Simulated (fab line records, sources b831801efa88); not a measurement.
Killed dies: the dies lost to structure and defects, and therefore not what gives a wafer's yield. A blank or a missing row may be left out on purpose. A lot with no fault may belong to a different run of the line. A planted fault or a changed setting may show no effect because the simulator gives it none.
Comparing a struck lot with a sound one	flow sfqLine	21 out of 325 route steps
Sound: wafers L386.1, L386.5, L386.6. Wafers L379.1, L379.2, L379.4 were the ones struck. The cause is given at the end.
Each step with rows lists, per side, the tool, then ch with its chambers, then its first start. Under that, the readings that differ: sound wafers	struck wafers	difference of the means	sigmas: that difference in standard deviations of wafers without a fault.
alike: readings whose means differ by less than 2 such deviations, and words and numbers that are the same on both sides. not compared: withheld readings, readings that some wafer has no value for, bounds like >300 that may hide the same value, and numbers for which the record gives no deviation and whose values overlap.
A row with sigmas, a row that says differs or no value, or rows on one side alone: a step with any of these is where the two part. When numbers do not overlap yet have no deviation, they are printed without sigmas and do not part them. A reading missing from all wafers of one side parts the sides only when that side holds two or more wafers.

first, 5 steps without rows for these wafers: SFQ_TRILAYER_JJ_CE_LITHO_COAT_114 (resist thk 600 nm); SFQ_TRILAYER_JJ_CE_LITHO_SOFTBAKE_118; SFQ_TRILAYER_JJ_CE_LITHO_EXPOSE_115 (exposes mask J5, target cd 700 nm); SFQ_TRILAYER_JJ_CE_LITHO_PEB_117 (peb time 60 s); SFQ_TRILAYER_JJ_CE_LITHO_DEVELOP_116 (time 60 s).
SFQ_JJ_OVL_MEAS_931:
  sound: overlay-02 at day 59 14:56; struck: overlay-02 at day 57 11:20
  alike: J5_OVL
SFQ_TRILAYER_JJ_CE_METRO_MEASURE_117:
  sound: cdSem-02 at day 59 14:58; struck: cdSem-01 at day 57 11:22
  alike: cdNm
SFQ_TRILAYER_JJ_CE_BARC_OPEN_RIE_150: chemistry O2, target BARC, target depth 240 nm, time 80 s.
  sound on rieMetal-03 ch 0,1, day 59 16:10; struck on rieMetal-03 ch 0,1, day 57 12:34
  alike: drypumpMotorCurrentA, heBacksideLeakSccm, oesProductAu, rfFwdPowerW
  not compared: rfHoursCounterH
SFQ_TRILAYER_JJ_CE_ETCH_RIE_118: chemistry SF6, target Nb, stops on Al2O3, time 97.7 s, target depth 170 nm.
  sound on rieMetal-03 ch 0,1, day 59 16:16; struck on rieMetal-03 ch 0,1, day 57 12:40
  alike: drypumpMotorCurrentA, heBacksideLeakSccm, oesProductAu, rfFwdPowerW
  not compared: rfHoursCounterH
following that, these wafers have no rows for 1 step: SFQ_TRILAYER_JJ_ANODIZE_ANODIZE_119.
SFQ_TRILAYER_JJ_CE_STRIP_STRIP_120: strips in O2.
  sound on rieMetal-02 ch 0,1, day 59 16:52; struck on rieMetal-01 ch 0,1, day 57 13:16
  alike: drypumpMotorCurrentA, heBacksideLeakSccm, oesProductAu
  not compared: rfHoursCounterH
then, 1 step without rows for these wafers: SFQ_TRILAYER_JJ_CE_STRIP_SOLV_CLEAN_121 (cleans in NMP, time 600 s).
SFQ_TRILAYER_M5_LITHO_COAT_128: resist thk 62 nm.
  sound on lithoTrack-03 ch 0, day 59 17:39; struck on lithoTrack-04 ch 0, day 57 14:03
reading	sound	struck	difference	sigmas
spinSpeedRpm (rpm)	2998.1 2995.2 2998.4	2669.4 2666.1 2668.9	-329.1	-99 or more
model.BARC_of_TRILAYER_M5_LITHO_COAT_128.thkNm (nm)	62.16 62.18 62.19	65.87 65.72 65.55	+3.54	
then, 5 steps without rows for these wafers: SFQ_TRILAYER_M5_LITHO_COAT_123 (resist thk 600 nm); SFQ_TRILAYER_M5_LITHO_SOFTBAKE_127; SFQ_TRILAYER_M5_LITHO_EXPOSE_124 (exposes mask M5, target cd 700 nm); SFQ_TRILAYER_M5_LITHO_PEB_126 (peb time 60 s); SFQ_TRILAYER_M5_LITHO_DEVELOP_125 (time 60 s).
SFQ_M5_OVL_MEAS_932:
  sound: overlay-02 at day 59 19:54; struck: overlay-01 at day 57 17:23
  alike: M5_OVL
SFQ_TRILAYER_M5_BARC_OPEN_METAL_ETCH_161: etches BARC in O2, target depth 125 nm, time 41.7 s.
  sound on rieMetal-03 ch 0,1, day 59 19:56; struck on rieMetal-02 ch 0,1, day 57 17:34
reading	sound	struck	difference	sigmas
oesProductAu (a.u.)	0.687 0.689 0.691	0.704 0.705 0.707	+0.016	+4
model.etch.depthNm (nm)	62.16 62.18 62.19	65.87 65.72 65.55	+3.54	
  alike: drypumpMotorCurrentA, heBacksideLeakSccm, rfFwdPowerW
  not compared: rfHoursCounterH
SFQ_TRILAYER_M5_ETCH_METAL_ETCH_126: etches Nb in Cl2/BCl3, stops on SiO2, time 203.2 s, target depth 265 nm.
  sound on rieMetal-03 ch 0,1, day 59 19:59; struck on rieMetal-02 ch 0,1, day 57 17:38
  alike: drypumpMotorCurrentA, heBacksideLeakSccm, oesProductAu, rfFwdPowerW
  not compared: rfHoursCounterH

== WHERE THEY PART ==
At SFQ_TRILAYER_M5_LITHO_COAT_128 first; at SFQ_TRILAYER_M5_BARC_OPEN_METAL_ETCH_161 last (within this record only). Later steps at which nothing parts them and some readings are alike: SFQ_TRILAYER_M5_ETCH_METAL_ETCH_126.

WHY: what the simulator had put in
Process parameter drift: lithoTrack-04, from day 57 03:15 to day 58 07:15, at SFQ_TRILAYER_M5_LITHO_COAT_128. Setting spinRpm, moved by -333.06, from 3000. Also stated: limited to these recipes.
